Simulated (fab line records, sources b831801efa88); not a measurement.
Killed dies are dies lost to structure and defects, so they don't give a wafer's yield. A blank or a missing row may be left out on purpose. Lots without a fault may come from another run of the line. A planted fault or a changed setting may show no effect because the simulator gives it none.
Chamber matching | flow sky130 | SKY_CONTACT_CMP_27 on cmp-01: 4 sister chambers
The step polishes, stops on SiO2, t overpolish 15 s, target thk 0 nm. 4 wafers are shown with their chamber, then 7 later ones without.

WAFERS WITH THEIR CHAMBER
wafer  | chamber | motor_current_A (A)
L258.2 | 0       | 9.6
L263.1 | 3       | 11.4
L265.1 | 1       | 9.6
L265.5 | 2       | 14.8

WAFERS WITHOUT THEIR CHAMBER
wafer  | motor_current_A (A)
L265.6 | 9.7
L272.3 | 11.3
L272.4 | 15.2
L272.6 | 11.0
L276.1 | 9.3
L276.3 | 11.4
L276.5 | 9.8

WHICH CHAMBER EACH WENT THROUGH
wafer  | from the rows above     | in truth
L265.6 | can't be placed: 0 or 1 | 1
L272.3 | 3                       | 3
L272.4 | 2                       | 2
L272.6 | 3                       | 3
L276.1 | can't be placed: 0 or 1 | 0
L276.3 | 3                       | 3
L276.5 | can't be placed: 0 or 1 | 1
Placed correctly: 4 of 7. Can't be placed from these rows: 3 (the true chamber is among the candidates in 3). Placed wrongly: 0.
How it was worked out, from the rows above alone: a wafer's distance from a chamber is the root of the sum, over the readings, of the square of ((its reading less the chamber's mean) divided by the reading's scatter). The wafer belongs to the nearest chamber; if the next one is less than 2 further off, it can't be placed. A chamber's mean is the mean of its shown wafers. The scatter: with one shown wafer a chamber, the root of the mean of the squares of how far each hidden wafer lies from its nearest shown one.
